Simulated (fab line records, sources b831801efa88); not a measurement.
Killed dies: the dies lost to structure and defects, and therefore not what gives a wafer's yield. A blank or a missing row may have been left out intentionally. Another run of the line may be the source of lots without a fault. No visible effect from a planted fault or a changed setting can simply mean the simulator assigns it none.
fab line records	flow sky130	part 1 of 2: steps 1 to 43 of 45
record lots=5	wafers=15	last-day=50
route steps=708 shown POLY_GATE@205 RES_PROTECT@206 LDD_N@237 LDD_LDN@303 POLY_CUT@318 PAD_OPEN@708
lots untouched by any fault: they come from a run of this same line in which no faults occurred
start-h: hours from the record's first day to the start of the lot's first wafer shown	wait-h: how many hours have passed since the lot's step before this one	" same as the row above	L1.1+2: a single row standing in for several wafers	- value missing, or start not given	* or withheld: withheld	< > ~ a bound
route shown NAME@n: names a module that has steps shown in the file, with the first one's number in the route	usual: mean/standard deviation of fault-free wafers	same: alike in all rows	chamber/n: place in a boat	sites: readings site by site	_std_site: the values' standard deviation	_edge_site: inner sites' mean taken away from outer sites' mean	radius-mm: for every site, how far away it sits from the centre of the wafer	mask NAME#n: copy n	behind: tool/chamber where the wafer was last shaped	hold: reason for holding the lot/hours on hold/outcome of the hold	device: names the non-switching transistor (n, p or np)	end of line: the same wafers' tests at the end of the route	a step given without rows: its recipe and nothing more	killed: not the wafer's yield, but the dies lost to structure and defects at the first sort	map: the dies of a wafer, with x for killed, . for not killed, _ for no die there
set.NAME: the setting as run; set.NAME@STEP: as run at that earlier step	model.NAME: the simulator's own value behind a step, which no gauge read
lots seen at some steps along the route; tables by step, rows by wafer
services: the hour from which a tool's chamber was out of use, counted from the record's first day as start-h (under 0 if before that day), plus the number of hours and why
## steps
# step SKY_POLY_GATE_THK_MEAS_01
# recipe reads=poly-Si_of_POLY_GATE_CVD_00
# usual POLY_GATE_CVD_00_THK=179.6/1.6
lot.wafer	tool	chamber	start-h	wait-h	POLY_GATE_CVD_00_THK[nm]
L964.2	film-metro-01	-	360.05	0.0	180.7
L964.5	"	-	"	"	180.4
L964.6	"	-	"	"	180.0
L976.1	film-metro-03	-	461.38	0.0	181.0
L976.3	"	-	"	"	179.8
L976.6	"	-	"	"	179.3
L977.1	film-metro-04	-	484.21	0.0	179.5
L977.2	"	-	"	"	179.8
L977.6	"	-	"	"	180.7
L978.2	film-metro-01	-	485.95	0.0	180.2
L978.3	"	-	"	"	180.6
L978.6	"	-	"	"	179.5
L982.1	film-metro-03	-	510.03	0.0	180.8
L982.3	"	-	"	"	179.3
L982.4	"	-	"	"	179.7
# step SKY_RES_PROTECT_DEHYDRATE_00
# recipe temp-c=200	time-s=60
# step SKY_RES_PROTECT_HMDS_01
# recipe prime-time-s=60	prime-temp-c=120
# step SKY_RES_PROTECT_COAT_02
# recipe resist=NOVOLAK	spin-rpm=3000	resist-thk-nm=1140
# step SKY_RES_PROTECT_SOFTBAKE_03
# recipe temp-c=90	time-s=60	resist=NOVOLAK
# step SKY_RES_PROTECT_EXPOSE_04
# recipe mask-id=RPM	na=0.6	source-shape=conventional	sigma-outer=0.6	polarization=unpolarized	target-cd-nm=1270	dose-mj=131
# step SKY_RES_PROTECT_PEB_05
# recipe temp-c=withheld	time-s=*	resist=NOVOLAK
# step SKY_RES_PROTECT_DEVELOP_06
# recipe resist=NOVOLAK	developer=TMAH	develop-time-s=60	dev-temp-c=23
# step SKY_POLY_GATE_IMPLANT_02
# recipe species=P	energy-kev=30	dose-cm2=7.7e+15	tilt-deg=0
# step SKY_RES_PROTECT_STRIP_07
# recipe chemistry=O2/N2	power-w=1400	pressure-mtorr=1500	platen-temp-c=withheld	o2-flow-sccm=3000	n2-flow-sccm=300	overash-fraction=0.5
# usual drypump-motor-current-A=6.2/0.34	oes-product-au=0.517/0.0046	strip-time-to-endpoint-s=23.29/0.042
lot.wafer	tool	chamber	start-h	wait-h	drypump-motor-current-A	oes-product-au	rf-hours-counter-h	strip-time-to-endpoint-s
L964.2	plasma-asher-04	1	388.30	0.1	5.8	0.515	72	23.28
L964.5	"	1	"	"	5.8	0.512	-	23.28
L964.6	"	0	"	"	6.8	0.521	-	23.25
L976.1	plasma-asher-03	1	492.10	0.1	6.0	0.524	82	23.19
L976.3	"	1	"	"	6.0	0.517	-	23.27
L976.6	"	1	"	"	6.0	0.521	-	23.24
L977.1	plasma-asher-02	1	515.40	0.1	6.0	0.523	67	23.33
L977.2	"	0	"	"	6.3	0.512	67	23.28
L977.6	"	0	"	"	6.4	0.528	-	23.29
L978.2	plasma-asher-03	0	516.30	0.1	6.1	0.520	84	23.24
L978.3	"	1	"	"	6.0	0.524	-	23.22
L978.6	"	1	"	"	6.0	0.515	-	23.27
L982.1	plasma-asher-02	0	539.20	0.1	6.4	0.517	69	23.30
L982.3	"	1	"	"	6.0	0.521	-	23.26
L982.4	"	0	"	"	6.3	0.515	-	23.27
# step SKY_RES_PROTECT_TW_MEAS_08
# usual POLY_GATE_TW=4039/22
lot.wafer	tool	chamber	start-h	wait-h	POLY_GATE_TW
L964.2	film-metro-02	-	388.41	0.1	4024
L964.5	"	-	"	"	4016
L964.6	"	-	"	"	4020
L976.1	film-metro-02	-	492.20	0.1	4001
L976.3	"	-	"	"	3970
L976.6	"	-	"	"	3998
L977.1	film-metro-02	-	515.50	0.1	4071
L977.2	"	-	"	"	4064
L977.6	"	-	"	"	4064
L978.2	film-metro-03	-	516.41	0.1	4017
L978.3	"	-	"	"	4029
L978.6	"	-	"	"	4020
L982.1	film-metro-03	-	539.30	0.1	4056
L982.3	"	-	"	"	4100
L982.4	"	-	"	"	4048
# step SKY_RES_PROTECT_CLEAN_09
# recipe chemistry=SC1/SC2	mix=1:4:20	temp-c=70	time-s=150	dry=n2-spin
# step SKY_POLY_GATE_CVD_03
# recipe material=Si3N4	precursor=DCS/NH3	target-thk-nm=75	temp-c=770	time-s=1290	pressure-mtorr=250
# usual pressure-mtorr=250.0/0.55	spike-tc-bottom-C=789.4/2.5	spike-tc-centre-C=771.6/1.3	spike-tc-lower-C=770.3/1.1	susceptor-temp-C=769.95/0.29	zone-power-bottom-pct=17.6/1.1	zone-power-lower-pct=10.70/0.22
lot.wafer	tool	chamber	start-h	wait-h	pressure-mtorr	spike-tc-bottom-C	spike-tc-centre-C	spike-tc-lower-C	susceptor-temp-C	zone-power-bottom-pct	zone-power-lower-pct	model.Si3N4_of_POLY_GATE_CVD_03.thk-nm
L964.2	lpcvd-02	1	389.22	0.7	250.0	797.8	776.1	735.3	769.44	22.4	2.16	55.31
L964.5	"	1	"	"	249.8	797.9	775.9	734.8	769.89	23.1	2.15	55.19
L964.6	"	1	"	"	250.5	799.3	776.5	732.6	769.45	23.0	2.14	57.38
L976.1	lpcvd-02	1	492.36	0.0	251.3	793.5	772.1	771.1	769.86	18.9	10.87	74.74
L976.3	"	1	"	"	250.2	794.0	774.0	772.0	769.13	19.2	11.00	74.73
L976.6	"	1	"	"	249.9	792.3	774.0	771.3	769.55	18.6	11.06	74.52
L977.1	lpcvd-02	1	515.80	0.2	250.4	792.4	771.7	770.5	769.71	18.8	10.99	75.73
L977.2	"	1	"	"	251.0	793.0	772.3	770.7	769.97	18.9	11.10	76.04
L977.6	"	1	"	"	250.7	793.6	770.0	771.4	769.80	18.9	10.87	76.19
L978.2	lpcvd-02	0	517.84	1.3	250.7	788.8	772.1	770.4	769.77	16.7	10.40	75.1
L978.3	"	0	"	"	250.2	787.4	771.1	769.9	769.79	16.8	10.53	74.33
L978.6	"	0	"	"	249.8	786.1	771.6	771.2	769.92	16.8	10.58	74.81
L982.1	lpcvd-02	0	539.47	0.0	249.9	787.8	770.6	769.1	769.82	16.8	10.45	74.64
L982.3	"	0	"	"	250.8	787.5	771.0	772.7	769.13	16.5	10.65	74.28
L982.4	"	0	"	"	249.9	787.6	769.7	772.5	770.25	16.7	10.46	74.69
# step SKY_POLY_GATE_THK_MEAS_04
# recipe reads=Si3N4_of_POLY_GATE_CVD_03
# usual POLY_GATE_CVD_03_THK=74.9/0.68
lot.wafer	tool	chamber	start-h	wait-h	POLY_GATE_CVD_03_THK[nm]
L964.2	film-metro-03	-	390.59	0.0	55.3
L964.5	"	-	"	"	55.2
L964.6	"	-	"	"	57.4
L976.1	film-metro-03	-	495.42	0.0	74.7
L976.3	"	-	"	"	74.7
L976.6	"	-	"	"	74.5
L977.1	film-metro-01	-	517.84	0.0	75.7
L977.2	"	-	"	"	76.1
L977.6	"	-	"	"	76.2
L978.2	film-metro-01	-	519.89	0.0	75.1
L978.3	"	-	"	"	74.3
L978.6	"	-	"	"	74.8
L982.1	film-metro-03	-	541.51	0.0	74.6
L982.3	"	-	"	"	74.3
L982.4	"	-	"	"	74.7
# step SKY_POLY_GATE_DEHYDRATE_05
# recipe temp-c=200	time-s=60
# step SKY_POLY_GATE_HMDS_06
# recipe prime-time-s=60	prime-temp-c=120
# step SKY_POLY_GATE_COAT_07
# recipe resist=BARC	temp-c=withheld	time-s=withheld	spin-rpm=3000	resist-thk-nm=110
# step SKY_POLY_GATE_COAT_08
# recipe resist=KrF-thick	spin-rpm=3000	resist-thk-nm=450
# step SKY_POLY_GATE_SOFTBAKE_09
# recipe temp-c=100	time-s=90	resist=KrF-thick
# step SKY_POLY_GATE_EXPOSE_10
# recipe mask-id=P1M	na=0.68	source-shape=conventional	sigma-outer=0.6	target-cd-nm=150	dose-mj=28
# step SKY_POLY_GATE_PEB_11
# recipe peb-temp-c=withheld	peb-time-s=withheld	resist=KrF-thick
# step SKY_POLY_GATE_DEVELOP_12
# recipe develop-time-s=60	resist=KrF-thick	dev-temp-c=21
# step SKY_POLY_GATE_CD_MEAS_13
# recipe target-cd-nm=150
# usual cd-nm=150.4/1.2
lot.wafer	tool	chamber	start-h	wait-h	cd-nm
L964.2	cd-sem-02	-	420.38	-	150.9
L964.5	"	-	"	"	151.4
L964.6	"	-	"	"	149.9
L976.1	cd-sem-01	-	525.75	-	151.3
L976.3	"	-	"	"	151.4
L976.6	"	-	"	"	151.2
L977.1	cd-sem-02	-	548.50	-	152.7
L977.2	"	-	"	"	151.9
L977.6	"	-	"	"	150.3
L978.2	cd-sem-02	-	549.57	-	151.3
L978.3	"	-	"	"	151.0
L978.6	"	-	"	"	150.2
L982.1	cd-sem-02	-	570.50	-	150.2
L982.3	"	-	"	"	151.0
L982.4	"	-	"	"	150.7
# step SKY_POLY_GATE_OVL_MEAS_14
# usual POLY_GATE_OVL=0/5.8
lot.wafer	tool	chamber	start-h	wait-h	POLY_GATE_OVL[nm]
L964.2	overlay-01	-	420.49	0.1	-3
L964.5	"	-	"	"	-9
L964.6	"	-	"	"	-9
L976.1	overlay-02	-	525.87	0.1	8
L976.3	"	-	"	"	3
L976.6	"	-	"	"	6
L977.1	overlay-01	-	548.62	0.1	-2
L977.2	"	-	"	"	-6
L977.6	"	-	"	"	-9
L978.2	overlay-02	-	549.68	0.1	0
L978.3	"	-	"	"	-2
L978.6	"	-	"	"	-5
L982.1	overlay-01	-	570.62	0.1	-4
L982.3	"	-	"	"	0
L982.4	"	-	"	"	-4
# step SKY_POLY_GATE_ETCH_15
# recipe chemistry=N2/H2	target=BARC	ion-energy-ev=200	source-w=500	bias-w=100	pressure-mtorr=30	n2-flow-sccm=100	h2-flow-sccm=200	stop-on=SiO2	time-s=118.5	target-depth-a=1100
# usual drypump-motor-current-A=5.6/0.54	oes-product-au=0.716/0.0047	throttle-valve-pct=13.214/0.0091
lot.wafer	tool	chamber	start-h	wait-h	drypump-motor-current-A	oes-product-au	rf-hours-counter-h	throttle-valve-pct
L964.2	rie-diel-01	3	420.52	0.0	5.3	0.720	76	13.221
L964.5	"	0	"	"	5.9	0.712	-	13.216
L964.6	"	1	"	"	6.6	0.716	-	13.226
L976.1	rie-diel-04	3	525.91	0.0	5.6	0.716	5	13.219
L976.3	"	1	"	"	5.2	0.715	68	13.222
L976.6	"	2	"	"	5.6	0.716	-	13.225
L977.1	rie-diel-03	0	548.66	0.0	4.9	0.719	60	13.217
L977.2	"	1	"	"	6.0	0.725	3	13.220
L977.6	"	2	"	"	5.7	0.720	-	13.206
L978.2	rie-diel-04	0	549.71	0.0	6.2	0.710	7	13.226
L978.3	"	1	"	"	5.2	0.711	68	13.208
L978.6	"	3	"	"	5.6	0.719	-	13.207
L982.1	rie-diel-01	1	570.66	0.0	6.6	0.723	75	13.212
L982.3	"	0	"	"	5.9	0.718	15	13.205
L982.4	"	0	"	"	6.0	0.713	-	13.206
# step SKY_POLY_GATE_ETCH_16
# recipe stop-on=poly-Si	chemistry=CH3F/O2	target=Si3N4	source-w=400	bias-w=80	pressure-mtorr=25	ch3f-flow-sccm=40	O2_flow_sccm=30	time-s=147.5	target-depth-a=750
# usual drypump-motor-current-A=5.6/0.54	oes-product-au=0.640/0.0055	throttle-valve-pct=10.535/0.0091
lot.wafer	tool	chamber	start-h	wait-h	drypump-motor-current-A	oes-product-au	rf-hours-counter-h	throttle-valve-pct	model.etch.depth-nm
L964.2	rie-diel-01	3	420.60	0.0	5.2	0.569	76	10.529	55.31
L964.5	"	0	"	"	5.9	0.575	-	10.531	55.19
L964.6	"	1	"	"	6.6	0.577	-	10.540	57.38
L976.1	rie-diel-04	3	525.99	0.0	5.6	0.629	5	10.541	74.74
L976.3	"	1	"	"	5.2	0.643	68	10.520	74.73
L976.6	"	2	"	"	5.6	0.642	-	10.531	74.52
L977.1	rie-diel-03	0	548.74	0.0	4.9	0.639	60	10.530	75.73
L977.2	"	1	"	"	6.0	0.644	3	10.538	76.04
L977.6	"	2	"	"	5.7	0.649	-	10.540	76.19
L978.2	rie-diel-04	0	549.79	0.0	6.2	0.640	7	10.518	75.1
L978.3	"	1	"	"	5.2	0.639	68	10.542	74.33
L978.6	"	3	"	"	5.6	0.638	-	10.537	74.81
L982.1	rie-diel-01	1	570.74	0.0	6.6	0.641	75	10.532	74.64
L982.3	"	0	"	"	5.9	0.641	15	10.524	74.28
L982.4	"	0	"	"	5.9	0.638	-	10.549	74.69
# step SKY_POLY_GATE_ETCH_17
# recipe target-depth-nm=180	stop-on=SiO2	over-etch-frac=0.56667	chemistry=HBr/Cl2	target=poly-Si	icp-w=400	bias-w=100	pressure-mtorr=10	HBr_flow_sccm=150	Cl2_flow_sccm=50	time-s=70.5
# usual drypump-motor-current-A=6.2/0.48	oes-product-au=0.985/0.0059	throttle-valve-pct=33.683/0.0093
lot.wafer	tool	chamber	start-h	wait-h	drypump-motor-current-A	oes-product-au	rf-hours-counter-h	throttle-valve-pct
L964.2	rie-si-01	2	420.70	0.0	6.0	0.996	5	33.674
L964.5	"	0	"	"	6.1	0.993	-	33.695
L964.6	"	1	"	"	6.6	0.991	-	33.665
L976.1	rie-si-01	1	526.09	0.0	6.6	0.992	5	33.675
L976.3	"	0	"	"	6.1	0.984	27	33.665
L976.6	"	1	"	"	6.6	0.989	-	33.689
L977.1	rie-si-02	0	548.84	0.0	6.6	0.978	6	33.703
L977.2	"	2	"	"	6.8	0.989	2	33.682
L977.6	"	0	"	"	6.6	0.978	-	33.688
L978.2	rie-si-01	1	549.89	0.0	6.6	0.984	5	33.671
L978.3	"	0	"	"	6.1	0.988	27	33.699
L978.6	"	0	"	"	6.1	0.990	-	33.691
L982.1	rie-si-01	0	570.84	0.0	6.1	0.991	27	33.699
L982.3	"	2	"	"	6.0	0.983	6	33.692
L982.4	"	3	"	"	6.3	0.990	2	33.680
# step SKY_POLY_GATE_STRIP_18
# recipe chemistry=O2/N2	power-w=1400	pressure-mtorr=1500	platen-temp-c=withheld	o2-flow-sccm=3000	n2-flow-sccm=300	overash-fraction=0.5
# usual drypump-motor-current-A=5.8/0.67	oes-product-au=0.361/0.0048	strip-time-to-endpoint-s=3.173/0.024
lot.wafer	tool	chamber	start-h	wait-h	drypump-motor-current-A	oes-product-au	rf-hours-counter-h	strip-time-to-endpoint-s
L964.2	plasma-asher-04	0	420.75	0.0	6.8	0.362	74	3.182
L964.5	"	0	"	"	6.8	0.362	-	3.165
L964.6	"	1	"	"	5.8	0.359	-	3.165
L976.1	plasma-asher-01	1	526.14	0.0	4.8	0.351	40	3.186
L976.3	"	1	"	"	4.8	0.353	-	3.184
L976.6	"	1	"	"	4.8	0.358	-	3.168
L977.1	plasma-asher-01	1	548.89	0.0	4.8	0.368	42	3.190
L977.2	"	0	"	"	5.7	0.355	42	3.194
L977.6	"	1	"	"	4.8	0.363	-	3.195
L978.2	plasma-asher-02	1	549.94	0.0	6.0	0.350	70	3.168
L978.3	"	0	"	"	6.3	0.351	-	3.178
L978.6	"	0	"	"	6.3	0.366	-	3.178
L982.1	plasma-asher-02	0	570.89	0.0	6.3	0.363	72	3.161
L982.3	"	1	"	"	6.0	0.367	-	3.165
L982.4	"	0	"	"	6.3	0.363	-	3.210
# step SKY_POLY_GATE_CLEAN_19
# recipe chemistry=SC1/SC2	mix=1:4:20	temp-c=70	time-s=150	dry=n2-spin
# step SKY_POLY_GATE_OXIDATION_20
# recipe temp-c=850	ambient=O2	stabilise-s=600	purge-s=300	target-thk-a=40	ox-time-s=899
# step SKY_POLY_GATE_THK_MEAS_21
# recipe reads=SiO2_of_POLY_GATE_OXIDATION_20
# usual POLY_GATE_OXIDATION_THK=4.01/0.074
lot.wafer	tool	chamber	start-h	wait-h	POLY_GATE_OXIDATION_THK[nm]
L964.2	film-metro-01	-	422.94	0.0	3.89
L964.5	"	-	"	"	3.92
L964.6	"	-	"	"	3.88
L976.1	film-metro-04	-	527.54	0.0	4.05
L976.3	"	-	"	"	4.01
L976.6	"	-	"	"	4.05
L977.1	film-metro-01	-	550.30	0.0	4.11
L977.2	"	-	"	"	4.15
L977.6	"	-	"	"	4.16
L978.2	film-metro-01	-	551.36	0.0	3.90
L978.3	"	-	"	"	3.96
L978.6	"	-	"	"	4.03
L982.1	film-metro-04	-	572.30	0.0	4.18
L982.3	"	-	"	"	4.06
L982.4	"	-	"	"	4.06
# step SKY_POLY_GATE_CD_MEAS_22
# usual cd-nm=150.1/1.8
lot.wafer	tool	chamber	start-h	wait-h	cd-nm
L964.2	cd-sem-02	-	423.01	0.1	152.3
L964.5	"	-	"	"	151.7
L964.6	"	-	"	"	149.1
L976.1	cd-sem-01	-	527.60	0.1	148.9
L976.3	"	-	"	"	151.4
L976.6	"	-	"	"	151.9
L977.1	cd-sem-02	-	550.36	0.1	153.4
L977.2	"	-	"	"	152.9
L977.6	"	-	"	"	149.2
L978.2	cd-sem-02	-	551.44	0.1	152.3
L978.3	"	-	"	"	152.1
L978.6	"	-	"	"	150.8
L982.1	cd-sem-02	-	572.47	0.2	149.8
L982.3	"	-	"	"	152.0
L982.4	"	-	"	"	152.2
# step SKY_LDD_N_DEHYDRATE_00
# recipe temp-c=200	time-s=60
# step SKY_LDD_N_HMDS_01
# recipe prime-time-s=60	prime-temp-c=120
# step SKY_LDD_N_COAT_02
# recipe resist=NOVOLAK	spin-rpm=3000	resist-thk-nm=300
# step SKY_LDD_N_SOFTBAKE_03
# recipe temp-c=90	time-s=60	resist=NOVOLAK
# step SKY_LDD_N_EXPOSE_04
# recipe mask-id=NTM	target-cd-nm=840	na=0.6	source-shape=conventional	sigma-outer=0.6	dose-mj=110
# step SKY_LDD_N_PEB_05
# recipe temp-c=withheld	time-s=*	resist=NOVOLAK
# step SKY_LDD_N_DEVELOP_06
# recipe develop-time-s=60	dev-temp-c=23
# step SKY_LDD_N_OVL_MEAS_07
# usual LDD_N_OVL=-0.5/1.5
lot.wafer	tool	chamber	start-h	wait-h	LDD_N_OVL[nm]
L964.2	overlay-02	-	453.31	0.1	-1.4
L964.5	"	-	"	"	-1.3
L964.6	"	-	"	"	-1.1
L976.1	overlay-02	-	557.40	0.1	1.8
L976.3	"	-	"	"	2.0
L976.6	"	-	"	"	1.7
L977.1	overlay-01	-	579.95	0.1	-1.9
L977.2	"	-	"	"	-2.1
L977.6	"	-	"	"	-2.4
L978.2	overlay-01	-	581.31	0.1	-2.5
L978.3	"	-	"	"	-2.8
L978.6	"	-	"	"	-2.1
L982.1	overlay-02	-	601.56	0.1	1.3
L982.3	"	-	"	"	1.0
L982.4	"	-	"	"	0.2
# step SKY_LDD_N_IMPLANT_08
# recipe species=As	energy-kev=20	dose-cm2=7.5e+13	tilt-deg=withheld	rotation-deg=23
# step SKY_LDD_N_IMPLANT_09
# recipe species=As	energy-kev=20	dose-cm2=7.5e+13	tilt-deg=withheld	rotation-deg=113
# step SKY_LDD_LDN_CLEAN_14
# recipe chemistry=SC1/SC2	mix=1:4:20	temp-c=70	time-s=150	dry=n2-spin
# usual bath-heat-duty-pct=13.7/1
lot.wafer	tool	chamber	start-h	wait-h	bath-heat-duty-pct	model.Si3N4_of_POLY_GATE_CVD_03.thk-nm
L964.2	wet-bench-04	1	576.60	0.0	13.9	55.18
L964.5	"	1	"	"	14.0	55.06
L964.6	"	1	"	"	13.7	57.24
L976.1	wet-bench-03	2	675.55	0.1	14.1	74.61
L976.3	"	2	"	"	13.6	74.59
L976.6	"	2	"	"	13.9	74.39
L977.1	wet-bench-02	3	696.40	0.1	13.2	75.59
L977.2	"	3	"	"	12.6	75.91
L977.6	"	3	"	"	14.0	76.06
L978.2	wet-bench-04	0	698.00	0.0	13.1	74.96
L978.3	"	0	"	"	12.6	74.19
L978.6	"	0	"	"	13.2	74.68
L982.1	wet-bench-02	0	718.09	0.1	12.3	74.5
L982.3	"	0	"	"	10.7	74.14
L982.4	"	0	"	"	12.6	74.56
## key
first-sign step=SKY_POLY_GATE_CVD_03	reading=zone-power-lower-pct	direction=down	sigmas=39	usual=10.70	struck=2.15
effect step=SKY_POLY_GATE_CVD_03	reading=spike-tc-lower-C	direction=down	sigmas=32	usual=770.3	struck=734.2
effect step=SKY_POLY_GATE_THK_MEAS_04	reading=POLY_GATE_CVD_03_THK	direction=down	sigmas=28	usual=74.9	struck=56.0
effect step=SKY_POLY_GATE_ETCH_16	reading=oes-product-au	direction=down	sigmas=12	usual=0.640	struck=0.574
effect step=SKY_POLY_CUT_ETCH_11	reading=oes-product-au	direction=down	sigmas=18	usual=0.829	struck=0.715
model-effect step=SKY_POLY_GATE_CVD_03	value=Si3N4_of_POLY_GATE_CVD_03.thk-nm	without=74.23	struck=55.96
model-effect step=SKY_POLY_GATE_ETCH_16	value=etch.depth-nm	without=74.23	struck=55.96
model-effect step=SKY_LDD_LDN_CLEAN_14	value=Si3N4_of_POLY_GATE_CVD_03.thk-nm	without=74.1	struck=55.83
model-effect step=SKY_POLY_CUT_ETCH_11	value=etch.depth-nm	without=61.45	struck=46.29
met-at SKY_POLY_GATE_CVD_03
struck-wafers L964.2,L964.5,L964.6
tester-left-out L964
fault kind=process-parameter-drift	tool=lpcvd-02	chamber=1	onset-h=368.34	steps=SKY_POLY_GATE_CVD_03	channel=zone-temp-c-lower	offset=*	shape=step	end-h=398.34
# tester-left-out: of these lots the tester's yield and bins aren't shown, on N5 and GAA mostly nor the transistor test; their killed dies are dies lost to structure and defects alone, not to doping, threshold or leakage, so they don't give the yield
